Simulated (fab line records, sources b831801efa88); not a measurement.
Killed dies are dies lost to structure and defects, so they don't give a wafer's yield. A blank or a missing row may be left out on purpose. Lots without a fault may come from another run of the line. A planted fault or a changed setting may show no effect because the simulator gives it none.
One fault seen from 2 desks | flow sky130 | each desk has only its own numbers; what lay behind them comes last

THE METROLOGY DESK
What the gauges read, lot by lot, whatever tool the lot ran on: means of the sampled wafers that have a number. A lot is out of limits, marked OUT, if its mean lies more than 4 standard deviations from the usual mean; the brackets give that distance.
Columns: A = cd_nm at SKY_METAL4_CD_MEAS_13, usual 299.7 nm; B = METAL4_OVL at SKY_METAL4_OVL_MEAS_14, usual -4 nm
lot  | first seen here | A     | B
L389 | day 44 14:58    | 297.8 | -3
L388 | day 44 19:43    | 299.8 | -9
L391 | day 45 03:16    | 298.2 | -10
L392 | day 45 12:15    | 301.1 | -6
L395 | day 46 01:52    | 299.0 | -1
L396 | day 46 10:07    | 299.1 | -5
This desk's finding: nothing out of limits on any of the 6 lots.

THE TOOL OWNER'S DESK: rie_metal-02
The tool's own readings at SKY_METAL4_ETCH_16 (etches BARC in N2/H2, stops on SiO2, time 88.2 s, target depth 60 nm): means of the sampled wafers that have a number, for each lot that ran on this tool. A lot is out of limits, marked OUT, if its mean lies more than 4 standard deviations from the usual mean; the brackets give that distance.
Columns: A = chamber_pressure_mTorr at SKY_METAL4_ETCH_16, usual 29.999 mTorr; B = drypump_motor_current_A at SKY_METAL4_ETCH_16, usual 5.6 A; C = n2_flow_sccm at SKY_METAL4_ETCH_16, usual 100.0 sccm; D = oes_product_au at SKY_METAL4_ETCH_16, usual 0.626 a.u.; E = throttle_valve_pct at SKY_METAL4_ETCH_16, usual 13.204 %
lot  | first seen here | A      | B   | C     | D     | E
L389 | day 44 15:09    | 29.985 | 5.2 | 100.0 | 0.630 | 13.205
L388 | day 44 19:54    | 29.962 | 5.2 | 100.2 | 0.625 | 13.193
L392 | day 45 12:26    | 30.027 | 5.2 | 99.7  | 0.627 | 13.204
This desk's finding: nothing out of limits on any of the 3 lots.

PUT TOGETHER
The metrology desk saw nothing out of limits.
The tool owner's desk saw nothing out of limits.

WHAT THE SIMULATOR HAD PUT IN
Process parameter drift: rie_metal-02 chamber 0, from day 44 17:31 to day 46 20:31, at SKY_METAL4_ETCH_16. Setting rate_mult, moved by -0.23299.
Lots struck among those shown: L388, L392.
